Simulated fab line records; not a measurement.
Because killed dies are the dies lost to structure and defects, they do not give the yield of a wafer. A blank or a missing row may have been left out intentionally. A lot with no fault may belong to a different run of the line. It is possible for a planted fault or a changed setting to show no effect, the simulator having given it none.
fab line records + flow gf180mcu
record
- lots=12
- wafers=36
- last-day=34
route steps=602 shown MIM@506 M5@534 V5@540
lots with no fault: from the same line, run without faults
start-h: the number of hours between the record's first day and the start of the first shown wafer of the lot + wait-h: hours since the lot's step before + " repeats the value in the row above + L1.1+2: a single row standing in for several wafers + - no value, or no start given + * or withheld: withheld + < > ~ a bound
route shown NAME@n: names a module that has steps shown in the file, with the first one's number in the route + usual: mean/standard deviation of fault-free wafers + same: alike in all rows + chamber/n: place in a boat + sites: the reading at each site + _std_site: standard deviation across them + _edge_site: outer sites' mean less inner sites' + radius-mm: for every site, how far away it sits from the centre of the wafer + mask NAME#n: copy n + behind: the tool/chamber that last shaped the wafer + hold: the reason the lot was held/the length of the hold in hours/how it ended + device: whichever transistor did not switch (one of n, p or np) + end of line: the tests these same wafers got at the end of their route + where a step has no rows: the recipe by itself + killed: dies lost to structure and defects at the first sort, not the wafer's yield + map: a wafer's dies, x killed, . not, _ none there
set.NAME: setting as actually run; set.NAME@STEP: the setting as run at that earlier step + model.NAME: the simulator's own value behind a step, which no gauge read
the route's steps for a sample of lots (tables are steps, rows are wafers)
services: the hour from which a tool's chamber was out of use, counted from the record's first day as start-h (under 0 if before that day), plus the number of hours and why
## steps
# step GF_MIM_SPUTTER_03
# recipe
- material=Ti
- target-thk-nm=10
- substrate-temp-c=300
- chamber-pressure-pa=0.3
- power-w=3000
- time-s=6.7
# usual
- throttle-valve-pct=29.8/1
| lot.wafer | tool           | chamber | start-h | wait-h | throttle-valve-pct |
|-----------|----------------|---------|---------|--------|--------------------|
| L461.2    | pvd-sputter-02 | -       | 568.61  | 0.0    | 28.8               |
| L461.4    | "              | -       | "       | "      | 29.4               |
| L461.5    | "              | -       | "       | "      | 29.4               |
| L462.1    | pvd-sputter-02 | -       | 584.13  | 0.0    | 30.7               |
| L462.2    | "              | -       | "       | "      | 29.4               |
| L462.5    | "              | -       | "       | "      | 28.6               |
| L463.2    | pvd-sputter-02 | -       | 590.06  | 0.0    | 28.4               |
| L463.5    | "              | -       | "       | "      | 28.4               |
| L463.6    | "              | -       | "       | "      | 31.0               |
| L464.2    | pvd-sputter-04 | -       | 598.79  | 0.0    | 30.2               |
| L464.3    | "              | -       | "       | "      | 28.8               |
| L464.5    | "              | -       | "       | "      | 31.5               |
| L465.1    | pvd-sputter-01 | -       | 604.93  | 0.0    | 29.6               |
| L465.5    | "              | -       | "       | "      | 30.4               |
| L465.6    | "              | -       | "       | "      | 29.8               |
| L467.1    | pvd-sputter-04 | -       | 621.30  | 0.0    | 29.9               |
| L467.2    | "              | -       | "       | "      | 30.5               |
| L467.5    | "              | -       | "       | "      | 28.4               |
| L472.3    | pvd-sputter-04 | -       | 658.85  | 0.0    | 31.5               |
| L472.4    | "              | -       | "       | "      | 29.7               |
| L472.5    | "              | -       | "       | "      | 28.3               |
| L473.1    | pvd-sputter-01 | -       | 668.51  | 0.0    | 30.6               |
| L473.4    | "              | -       | "       | "      | 31.1               |
| L473.5    | "              | -       | "       | "      | 30.9               |
| L474.1    | pvd-sputter-02 | -       | 677.55  | 0.0    | 28.6               |
| L474.2    | "              | -       | "       | "      | 30.9               |
| L474.3    | "              | -       | "       | "      | 29.7               |
| L476.1    | pvd-sputter-02 | -       | 688.19  | 0.0    | 29.4               |
| L476.4    | "              | -       | "       | "      | 28.7               |
| L476.5    | "              | -       | "       | "      | 29.8               |
| L480.4    | pvd-sputter-01 | -       | 714.25  | 0.0    | 31.1               |
| L480.5    | "              | -       | "       | "      | 29.3               |
| L480.6    | "              | -       | "       | "      | 29.6               |
| L481.1    | pvd-sputter-02 | -       | 720.24  | 0.0    | 28.9               |
| L481.3    | "              | -       | "       | "      | 29.4               |
| L481.6    | "              | -       | "       | "      | 30.7               |
# step GF_M5_OVL_MEAS_08
# usual
- M5_OVL=3/5.7
| lot.wafer | tool       | chamber | start-h | wait-h | M5_OVL[nm] |
|-----------|------------|---------|---------|--------|------------|
| L461.2    | overlay-01 | -       | 612.35  | 0.1    | 5          |
| L461.4    | "          | -       | "       | "      | 9          |
| L461.5    | "          | -       | "       | "      | 6          |
| L462.1    | overlay-01 | -       | 627.30  | 0.1    | 12         |
| L462.2    | "          | -       | "       | "      | 10         |
| L462.5    | "          | -       | "       | "      | 6          |
| L463.2    | overlay-01 | -       | 632.95  | 0.1    | 12         |
| L463.5    | "          | -       | "       | "      | 14         |
| L463.6    | "          | -       | "       | "      | 18         |
| L464.2    | overlay-01 | -       | 641.25  | 0.1    | 4          |
| L464.3    | "          | -       | "       | "      | -6         |
| L464.5    | "          | -       | "       | "      | -9         |
| L465.1    | overlay-02 | -       | 646.26  | 0.1    | 0          |
| L465.5    | "          | -       | "       | "      | 5          |
| L465.6    | "          | -       | "       | "      | -1         |
| L467.1    | overlay-01 | -       | 661.99  | 0.1    | 10         |
| L467.2    | "          | -       | "       | "      | 9          |
| L467.5    | "          | -       | "       | "      | 11         |
| L472.3    | overlay-01 | -       | 697.66  | 0.1    | 7          |
| L472.4    | "          | -       | "       | "      | 7          |
| L472.5    | "          | -       | "       | "      | 3          |
| L473.1    | overlay-02 | -       | 707.40  | 0.1    | 3          |
| L473.4    | "          | -       | "       | "      | 3          |
| L473.5    | "          | -       | "       | "      | -2         |
| L474.1    | overlay-01 | -       | 714.67  | 0.1    | 3          |
| L474.2    | "          | -       | "       | "      | -6         |
| L474.3    | "          | -       | "       | "      | -3         |
| L476.1    | overlay-01 | -       | 726.34  | 0.1    | 3          |
| L476.4    | "          | -       | "       | "      | -4         |
| L476.5    | "          | -       | "       | "      | -3         |
| L480.4    | overlay-01 | -       | 749.61  | 0.1    | 9          |
| L480.5    | "          | -       | "       | "      | 1          |
| L480.6    | "          | -       | "       | "      | -2         |
| L481.1    | overlay-02 | -       | 755.94  | 0.1    | 2          |
| L481.3    | "          | -       | "       | "      | -5         |
| L481.6    | "          | -       | "       | "      | 3          |
# step GF_V5_CVD_00
# recipe
- material=SiO2
- target-thk-nm=300
- sigma-open-frac=0.3
- temp-c=400
- time-s=50
- sih4-flow-sccm=60
- pressure-mtorr=6
# usual
- sih4-flow-sccm=60.00/0.19
| lot.wafer | tool      | chamber | start-h | wait-h | sih4-flow-sccm |
|-----------|-----------|---------|---------|--------|----------------|
| L461.2    | hdpcvd-02 | 0       | 613.07  | 0.0    | 60.07          |
| L461.4    | "         | 2       | "       | "      | 59.81          |
| L461.5    | "         | 1       | "       | "      | 59.99          |
| L462.1    | hdpcvd-02 | 0       | 628.02  | 0.0    | 60.27          |
| L462.2    | "         | 1       | "       | "      | 60.49          |
| L462.5    | "         | 1       | "       | "      | 60.27          |
| L463.2    | hdpcvd-01 | 1       | 633.76  | 0.0    | 60.00          |
| L463.5    | "         | 2       | "       | "      | 59.98          |
| L463.6    | "         | 1       | "       | "      | 59.75          |
| L464.2    | hdpcvd-02 | 2       | 642.08  | 0.0    | 60.17          |
| L464.3    | "         | 1       | "       | "      | 60.21          |
| L464.5    | "         | 2       | "       | "      | 60.20          |
| L465.1    | hdpcvd-01 | 0       | 646.98  | 0.0    | 60.01          |
| L465.5    | "         | 2       | "       | "      | 60.24          |
| L465.6    | "         | 0       | "       | "      | 60.37          |
| L467.1    | hdpcvd-01 | 0       | 662.71  | 0.0    | 59.94          |
| L467.2    | "         | 2       | "       | "      | 59.84          |
| L467.5    | "         | 1       | "       | "      | 60.15          |
| L472.3    | hdpcvd-02 | 0       | 698.54  | 0.0    | 48.15          |
| L472.4    | "         | 2       | "       | "      | 48.10          |
| L472.5    | "         | 1       | "       | "      | 47.85          |
| L473.1    | hdpcvd-02 | 0       | 708.12  | 0.0    | 47.74          |
| L473.4    | "         | 1       | "       | "      | 48.09          |
| L473.5    | "         | 0       | "       | "      | 47.89          |
| L474.1    | hdpcvd-01 | 0       | 715.39  | 0.0    | 59.72          |
| L474.2    | "         | 2       | "       | "      | 60.19          |
| L474.3    | "         | 1       | "       | "      | 60.00          |
| L476.1    | hdpcvd-01 | 1       | 727.06  | 0.0    | 60.33          |
| L476.4    | "         | 2       | "       | "      | 59.92          |
| L476.5    | "         | 1       | "       | "      | 60.00          |
| L480.4    | hdpcvd-01 | 2       | 750.34  | 0.0    | 60.07          |
| L480.5    | "         | 0       | "       | "      | 59.92          |
| L480.6    | "         | 1       | "       | "      | 60.36          |
| L481.1    | hdpcvd-01 | 1       | 756.79  | 0.0    | 59.67          |
| L481.3    | "         | 2       | "       | "      | 60.02          |
| L481.6    | "         | 2       | "       | "      | 60.33          |
# step GF_V5_THK_MEAS_01
# recipe
- reads=SiO2_of_V5_CVD_00
# usual
- V5_CVD_00_THK=298/3.1
| lot.wafer | tool          | chamber | start-h | wait-h | V5_CVD_00_THK[nm] |
|-----------|---------------|---------|---------|--------|-------------------|
| L461.2    | film-metro-01 | -       | 613.12  | 0.0    | 297               |
| L461.4    | "             | -       | "       | "      | 302               |
| L461.5    | "             | -       | "       | "      | 302               |
| L462.1    | film-metro-02 | -       | 628.06  | 0.0    | 301               |
| L462.2    | "             | -       | "       | "      | 305               |
| L462.5    | "             | -       | "       | "      | 299               |
| L463.2    | film-metro-04 | -       | 633.81  | 0.0    | 296               |
| L463.5    | "             | -       | "       | "      | 297               |
| L463.6    | "             | -       | "       | "      | 295               |
| L464.2    | film-metro-02 | -       | 642.13  | 0.0    | 297               |
| L464.3    | "             | -       | "       | "      | 297               |
| L464.5    | "             | -       | "       | "      | 300               |
| L465.1    | film-metro-02 | -       | 647.03  | 0.0    | 297               |
| L465.5    | "             | -       | "       | "      | 301               |
| L465.6    | "             | -       | "       | "      | 298               |
| L467.1    | film-metro-04 | -       | 662.76  | 0.0    | 296               |
| L467.2    | "             | -       | "       | "      | 295               |
| L467.5    | "             | -       | "       | "      | 295               |
| L472.3    | film-metro-02 | -       | 698.60  | 0.0    | 240               |
| L472.4    | "             | -       | "       | "      | 236               |
| L472.5    | "             | -       | "       | "      | 237               |
| L473.1    | film-metro-01 | -       | 708.16  | 0.0    | 240               |
| L473.4    | "             | -       | "       | "      | 246               |
| L473.5    | "             | -       | "       | "      | 243               |
| L474.1    | film-metro-02 | -       | 715.44  | 0.0    | 298               |
| L474.2    | "             | -       | "       | "      | 295               |
| L474.3    | "             | -       | "       | "      | 299               |
| L476.1    | film-metro-01 | -       | 727.11  | 0.0    | 294               |
| L476.4    | "             | -       | "       | "      | 292               |
| L476.5    | "             | -       | "       | "      | 295               |
| L480.4    | film-metro-01 | -       | 750.39  | 0.0    | 293               |
| L480.5    | "             | -       | "       | "      | 292               |
| L480.6    | "             | -       | "       | "      | 296               |
| L481.1    | film-metro-02 | -       | 756.86  | 0.0    | 298               |
| L481.3    | "             | -       | "       | "      | 301               |
| L481.6    | "             | -       | "       | "      | 298               |
# step GF_V5_CD_MEAS_14
# recipe
- target-cd-nm=260
# usual
- cd-nm=260.0/1.2
| lot.wafer | tool      | chamber | start-h | wait-h | cd-nm |
|-----------|-----------|---------|---------|--------|-------|
| L461.2    | cd-sem-02 | -       | 634.21  | 0.2    | 258.6 |
| L461.4    | "         | -       | "       | "      | 258.6 |
| L461.5    | "         | -       | "       | "      | 259.4 |
| L462.1    | cd-sem-02 | -       | 648.72  | 0.1    | 262.8 |
| L462.2    | "         | -       | "       | "      | 261.5 |
| L462.5    | "         | -       | "       | "      | 262.5 |
| L463.2    | cd-sem-02 | -       | 653.99  | 0.1    | 260.5 |
| L463.5    | "         | -       | "       | "      | 260.5 |
| L463.6    | "         | -       | "       | "      | 260.5 |
| L464.2    | cd-sem-02 | -       | 662.24  | 0.1    | 258.5 |
| L464.3    | "         | -       | "       | "      | 256.8 |
| L464.5    | "         | -       | "       | "      | 258.6 |
| L465.1    | cd-sem-02 | -       | 667.01  | 0.1    | 259.8 |
| L465.5    | "         | -       | "       | "      | 260.2 |
| L465.6    | "         | -       | "       | "      | 259.6 |
| L467.1    | cd-sem-02 | -       | 681.97  | 0.1    | 259.4 |
| L467.2    | "         | -       | "       | "      | 260.5 |
| L467.5    | "         | -       | "       | "      | 259.7 |
| L472.3    | cd-sem-01 | -       | 717.21  | 0.1    | 260.8 |
| L472.4    | "         | -       | "       | "      | 260.2 |
| L472.5    | "         | -       | "       | "      | 261.1 |
| L473.1    | cd-sem-02 | -       | 726.92  | 0.1    | 260.4 |
| L473.4    | "         | -       | "       | "      | 259.4 |
| L473.5    | "         | -       | "       | "      | 259.1 |
| L474.1    | cd-sem-02 | -       | 734.36  | 0.1    | 258.3 |
| L474.2    | "         | -       | "       | "      | 259.1 |
| L474.3    | "         | -       | "       | "      | 259.0 |
| L476.1    | cd-sem-02 | -       | 745.22  | 0.1    | 259.0 |
| L476.4    | "         | -       | "       | "      | 259.1 |
| L476.5    | "         | -       | "       | "      | 259.0 |
| L480.4    | cd-sem-02 | -       | 767.42  | 0.1    | 262.0 |
| L480.5    | "         | -       | "       | "      | 262.7 |
| L480.6    | "         | -       | "       | "      | 261.2 |
| L481.1    | cd-sem-01 | -       | 774.07  | 0.1    | 259.1 |
| L481.3    | "         | -       | "       | "      | 256.9 |
| L481.6    | "         | -       | "       | "      | 258.7 |
## services
| tool           | chamber | start-h | hours | kind                   |
|----------------|---------|---------|-------|------------------------|
| pvd-sputter-01 | -       | 551.28  | 1.9   | repair                 |
| hdpcvd-02      | 0       | 554.25  | -     | clean                  |
| hdpcvd-02      | 1       | 554.25  | -     | clean                  |
| hdpcvd-02      | 2       | 554.25  | -     | clean                  |
| pvd-sputter-04 | -       | 564.83  | 1.8   | repair                 |
| pvd-sputter-04 | -       | 590.46  | 1.1   | repair                 |
| hdpcvd-01      | -       | 596.99  | 2.8   | pm                     |
| pvd-sputter-04 | 3       | 625.75  | -     | consumable-replace:kit |
| pvd-sputter-04 | 3       | 625.75  | 18.0  | scheduled-down         |
| pvd-sputter-04 | 3       | 625.75  | 18.0  | vent-cycle             |
| pvd-sputter-02 | 3       | 630.83  | -     | consumable-replace:kit |
| pvd-sputter-02 | 3       | 630.83  | 18.0  | scheduled-down         |
| pvd-sputter-02 | 3       | 630.83  | 18.0  | vent-cycle             |
| pvd-sputter-01 | 3       | 649.66  | -     | consumable-replace:kit |
| pvd-sputter-01 | 3       | 649.66  | 18.0  | scheduled-down         |
| pvd-sputter-01 | 3       | 649.66  | 18.0  | vent-cycle             |
| pvd-sputter-01 | -       | 651.47  | 0.9   | repair                 |
| pvd-sputter-04 | -       | 672.94  | 2.2   | repair                 |
| pvd-sputter-01 | -       | 679.36  | 6.0   | repair                 |
| pvd-sputter-02 | 2       | 720.30  | -     | consumable-replace:kit |
| pvd-sputter-02 | 2       | 720.30  | 18.0  | scheduled-down         |
| pvd-sputter-02 | 2       | 720.30  | 18.0  | vent-cycle             |
| hdpcvd-01      | 0       | 756.20  | 12.0  | repair                 |
## key
first-sign
- step=GF_V5_CVD_00
- reading=sih4-flow-sccm
- direction=down
- sigmas=64
- usual=60.00
- struck=47.97
effect
- step=GF_V5_THK_MEAS_01
- reading=V5_CVD_00_THK
- direction=down
- sigmas=19
- usual=298
- struck=240
met-at GF_V5_CVD_00
struck-lots L472,L473
not-acting-at GF_MIM_SPUTTER_03,GF_M5_OVL_MEAS_08,GF_V5_CD_MEAS_14
onset-between 642.08 698.54
fault
- kind=process-parameter-drift
- tool=hdpcvd-02
- chamber=-
- onset-h=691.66
- steps=GF_V5_CVD_00
- channel=sih4-flow-sccm
- offset=-12
- shape=step
- end-h=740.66
- acts-in=these-recipes-only
- stated=60
